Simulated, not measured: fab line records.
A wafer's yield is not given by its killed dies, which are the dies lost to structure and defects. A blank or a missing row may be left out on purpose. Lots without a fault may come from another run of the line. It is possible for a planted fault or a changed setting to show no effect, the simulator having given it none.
fab line records    flow sky130    part 2 of 2: steps 31 to 42 of 42
[record] lots = 5  wafers = 15  last-day = 50
route steps=708 shown METAL5@665 PASSIVATION@681 PAD_OPEN@694
lots that met no fault: from a run of the same line without faults
start-h: the number of hours between the record's first day and the start of the first shown wafer of the lot    wait-h: hours from the lot's prior step to this one    " as in the row above    L1.1+2: several wafers, shown together as one row    - no value, or no start was given    * or withheld: withheld    < > ~ a bound
route shown NAME@n: a module of which the file shows steps, and the number in the route of the first    usual: the fault-free wafers' mean and standard deviation    same: alike in all rows    chamber/n: place in a boat    sites: each site's reading    _std_site: standard deviation of those values    _edge_site: the outer-site mean with the inner-site mean subtracted    radius-mm: for every site, how far away it sits from the centre of the wafer    mask NAME#n: copy n    behind: the most recent tool/chamber to have shaped the wafer    hold: what put the lot on hold/how long, in hours/how the hold closed    device: names the non-switching transistor (n, p or np)    end of line: the tests these same wafers got at the end of their route    for a step that has no rows: nothing shown but its recipe    killed: dies lost to structure and defects at the first sort, not the wafer's yield    map: per-die view of a wafer (x killed, . not killed, _ where there is no die)
set.NAME: the run value of the setting; set.NAME@STEP: its run value at that earlier step    model.NAME: the simulator's own value behind a step, which no gauge read
a table for each step, a row for each wafer; lots at some steps of the route
services: when a tool's chamber went out of use (start-h, in hours from the record's first day, below 0 if earlier), for how many hours, and the reason
[[steps]]
[step SKY_PAD_OPEN_HMDS_01]
[recipe] prime-time-s = 60  prime-temp-c = 120
[usual] prime-temp-c = 120.02/0.15
lot.wafer  tool            chamber  start-h  wait-h  prime-temp-c
L078.2     litho-track-01  0        1083.69  0.1     119.78
L078.4     "               0        "        "       119.79
L078.6     "               0        "        "       119.91
L086.1     litho-track-01  0        1135.87  0.1     120.10
L086.5     "               0        "        "       120.25
L086.6     "               0        "        "       120.06
L091.2     litho-track-02  0        1178.77  0.1     119.68
L091.4     "               0        "        "       119.91
L091.5     "               0        "        "       119.99
L097.2     litho-track-01  0        1187.34  0.1     119.84
L097.4     "               0        "        "       119.92
L097.5     "               0        "        "       119.78
L096.4     litho-track-02  0        1191.82  0.1     119.88
L096.5     "               0        "        "       120.08
L096.6     "               0        "        "       120.11
[step SKY_PAD_OPEN_COAT_02]
[recipe] spin-rpm = 2000  resist-thk-nm = 2984
lot.wafer   tool            chamber  start-h  wait-h
L078.2+4+6  litho-track-01  0        1083.84  0.1
L086.1+5+6  litho-track-01  0        1136.02  0.1
L091.2+4+5  litho-track-02  0        1178.92  0.1
L097.2+4+5  litho-track-01  0        1187.49  0.1
L096.4+5+6  litho-track-02  0        1191.97  0.1
[step SKY_PAD_OPEN_SOFTBAKE_03]
[recipe] temp-c = 110  time-s = withheld
lot.wafer   tool            chamber  start-h  wait-h
L078.2+4+6  litho-track-01  0        1084.00  0.1
L086.1+5+6  litho-track-01  0        1136.17  0.1
L091.2+4+5  litho-track-02  0        1179.07  0.1
L097.2+4+5  litho-track-01  0        1187.65  0.1
L096.4+5+6  litho-track-02  0        1192.14  0.1
[step SKY_PAD_OPEN_EXPOSE_04]
[recipe] mask-id = PDM  target-cd-nm = 60000  na = 0.57  dose-mj = 260
[same] na = 0.57
lot.wafer   tool              chamber  start-h  wait-h  mask
L078.2+4+6  iline-stepper-02  0        -        -       PDM#0
L086.1+5+6  iline-stepper-02  0        -        -       PDM#0
L091.2+4+5  iline-stepper-01  0        -        -       PDM#0
L097.2+4+5  iline-stepper-01  0        -        -       PDM#0
L096.4+5+6  iline-stepper-01  0        -        -       PDM#0
[step SKY_PAD_OPEN_PEB_05]
[recipe] temp-c = 115  time-s = withheld
lot.wafer   tool            chamber  start-h  wait-h
L078.2+4+6  litho-track-01  0        -        -
L086.1+5+6  litho-track-01  0        -        -
L091.2+4+5  litho-track-01  0        -        -
L097.2+4+5  litho-track-01  0        -        -
L096.4+5+6  litho-track-02  0        -        -
[step SKY_PAD_OPEN_DEVELOP_06]
[recipe] develop-time-s = 60  dev-temp-c = 23
[same] develop-time-s = 60
lot.wafer   tool            chamber  start-h  wait-h
L078.2+4+6  litho-track-01  0        -        -
L086.1+5+6  litho-track-01  0        -        -
L091.2+4+5  litho-track-01  0        -        -
L097.2+4+5  litho-track-01  0        -        -
L096.4+5+6  litho-track-02  0        -        -
[step SKY_PAD_OPEN_ETCH_07]
[recipe] chemistry = CF4/O2  target-depth-nm = 725  stop-on = AlCu  source-w = 800  bias-w = 150  pressure-mtorr = 150  cf4-flow-sccm = 80  O2_flow_sccm = 10  time-s = 161.1
[usual] drypump-motor-current-A = 5.72/0.3  oes-product-au = 0.975/0.0069  throttle-valve-pct = 5.963/0.01
[same] time-s = 161.1
lot.wafer  tool         chamber  start-h  wait-h  drypump-motor-current-A  oes-product-au  rf-hours-counter-h  throttle-valve-pct
L078.2     rie-diel-02  0        1094.92  -       5.61                     0.977           6                   5.977
L078.4     "            3        "        "       6.52                     0.979           4                   5.967
L078.6     "            1        "        "       5.86                     0.985           -                   5.971
L086.1     rie-diel-04  2        1143.67  -       5.57                     0.975           21                  5.969
L086.5     "            0        "        "       5.99                     0.974           -                   5.980
L086.6     "            3        "        "       5.81                     0.980           -                   5.971
L091.2     rie-diel-01  0        1188.17  -       5.92                     0.962           11                  5.955
L091.4     "            2        "        "       5.92                     0.973           1                   5.955
L091.5     "            2        "        "       5.91                     0.973           -                   5.965
L097.2     rie-diel-04  0        1195.62  -       5.98                     0.974           28                  5.947
L097.4     "            1        "        "       5.48                     0.979           25                  5.964
L097.5     "            2        "        "       5.59                     0.978           -                   5.968
L096.4     rie-diel-04  1        1199.89  -       5.48                     0.986           -                   5.949
L096.5     "            3        "        "       5.79                     0.985           -                   5.974
L096.6     "            2        "        "       5.58                     0.984           -                   5.956
[step SKY_PAD_OPEN_STRIP_08]
[recipe] chemistry = O2/N2  power-w = 1400  pressure-mtorr = 1500  platen-temp-c = withheld  overash-fraction = 0.7  o2-flow-sccm = 3000  n2-flow-sccm = 300
[usual] drypump-motor-current-A = 5.5/0.4  oes-product-au = 0.663/0.0042  strip-time-to-endpoint-s = 36.95/0.12
[same] overash-fraction = 0.7
lot.wafer  tool             chamber  start-h  wait-h  drypump-motor-current-A  oes-product-au  rf-hours-counter-h  strip-time-to-endpoint-s
L078.2     plasma-asher-04  1        1095.02  0.1     5.3                      0.663           66                  36.94
L078.4     "                1        "        "       5.3                      0.664           -                   37.03
L078.6     "                0        "        "       5.5                      0.657           -                   36.94
L086.1     plasma-asher-01  0        1143.77  0.1     5.6                      0.664           38                  37.00
L086.5     "                1        "        "       4.9                      0.661           -                   37.03
L086.6     "                0        "        "       5.6                      0.662           -                   36.99
L091.2     plasma-asher-01  0        1188.27  0.1     5.6                      0.665           42                  36.90
L091.4     "                1        "        "       4.9                      0.665           -                   36.96
L091.5     "                1        "        "       4.9                      0.664           -                   36.88
L097.2     plasma-asher-01  1        1195.72  0.1     4.9                      0.658           43                  36.86
L097.4     "                0        "        "       5.6                      0.666           -                   36.86
L097.5     "                1        "        "       4.9                      0.664           -                   36.94
L096.4     plasma-asher-01  0        1199.98  0.0     5.6                      0.661           -                   36.80
L096.5     "                0        "        "       5.6                      0.662           -                   36.80
L096.6     "                1        "        "       4.9                      0.662           -                   36.80
[step SKY_PAD_OPEN_STRIP_09]
[recipe] chemistry = post-etch-residue-remover  time-s = 1200  temp-c = 72.5
[same] time-s = 1200
lot.wafer   tool          chamber  start-h  wait-h
L078.2+4+6  wet-bench-03  0        1095.12  0.1
L086.1+5+6  wet-bench-04  1        1143.87  0.1
L091.2+4+5  wet-bench-01  0        1188.37  0.1
L097.2+4+5  wet-bench-04  3        1195.82  0.1
L096.4+5+6  wet-bench-04  1        1200.05  0.0
[step SKY_PAD_OPEN_CLEAN_10]
[recipe] chemistry = IPA  time-s = 180  temp-c = 25
[same] time-s = 180
lot.wafer   tool          chamber  start-h  wait-h
L078.2+4+6  wet-bench-03  1        1095.46  0.0
L086.1+5+6  wet-bench-03  1        1144.23  0.0
L091.2+4+5  wet-bench-03  0        1188.75  0.0
L097.2+4+5  wet-bench-03  0        1196.16  0.0
L096.4+5+6  wet-bench-01  0        1200.39  0.0
[step SKY_PAD_OPEN_CLEAN_11]
[recipe] chemistry = O3/DIW  dry = n2-spin
lot.wafer   tool          chamber  start-h  wait-h
L078.2+4+6  wet-bench-03  1        1095.61  0.1
L086.1+5+6  wet-bench-03  0        1144.35  0.1
L091.2+4+5  wet-bench-01  3        1188.81  0.0
L097.2+4+5  wet-bench-03  1        1196.22  0.0
L096.4+5+6  wet-bench-03  2        1200.46  0.0
[step SKY_PAD_OPEN_ANNEAL_12]
[recipe] temp-c = 403.3  time-s = withheld  ambient = N2/H2  idle-temp-c = 300  ramp-up-c-per-min = 8  ramp-down-c-per-min = 4
[usual] spike-tc-lower-C = 403.5/1.1  spike-tc-upper-C = 402.8/1.1
lot.wafer  tool        chamber  start-h  wait-h  spike-tc-lower-C  spike-tc-upper-C
L078.2     furnace-02  0        1095.71  0.0     405.3             401.9
L078.4     "           0        "        "       403.0             405.4
L078.6     "           0        "        "       403.4             403.4
L086.1     furnace-01  0        1144.44  0.0     404.0             402.9
L086.5     "           0        "        "       404.9             401.9
L086.6     "           0        "        "       401.8             401.3
L091.2     furnace-01  0        1188.91  0.0     405.6             402.2
L091.4     "           0        "        "       403.7             401.1
L091.5     "           0        "        "       401.3             401.4
L097.2     furnace-02  0        1196.31  0.0     402.7             402.7
L097.4     "           0        "        "       401.8             404.8
L097.5     "           0        "        "       401.6             403.2
L096.4     furnace-02  0        1201.18  0.6     402.6             403.4
L096.5     "           0        "        "       403.2             403.6
L096.6     "           0        "        "       402.7             402.2
[[services]]
tool              chamber  start-h  hours  kind
plasma-asher-04   -        1007.67  14.6   pm
rie-metal-04      -        1010.25  2.8    pm
rie-metal-04      -        1013.62  2.3    repair
rie-diel-02       3        1015.45  5.2    repair
wet-bench-02      -        1026.74  3.8    repair
iline-stepper-02  -        1026.93  8.9    pm
rie-diel-01       1        1028.03  23.8   repair
rie-diel-01       -        1049.20  0.9    repair
rie-diel-04       0        1054.04  6.5    repair
rie-metal-04      1        1066.14  4.3    repair
iline-stepper-02  -        1067.56  0.9    repair
plasma-asher-04   -        1077.76  4.3    pm
iline-stepper-01  -        1081.43  1.7    pm
pecvd-02          1        1084.71  4.6    repair
furnace-02        -        1086.51  4.1    pm
plasma-asher-04   -        1095.31  3.8    repair
wet-bench-03      -        1101.61  6.2    repair
rie-metal-04      1        1104.60  4.0    repair
plasma-asher-04   -        1117.73  1.3    repair
pecvd-02          -        1119.99  6.0    pm
plasma-asher-04   -        1145.17  2.9    repair
iline-stepper-02  -        1151.87  1.7    pm
pecvd-01          -        1175.36  14.6   pm
iline-stepper-02  -        1191.70  2.1    pm
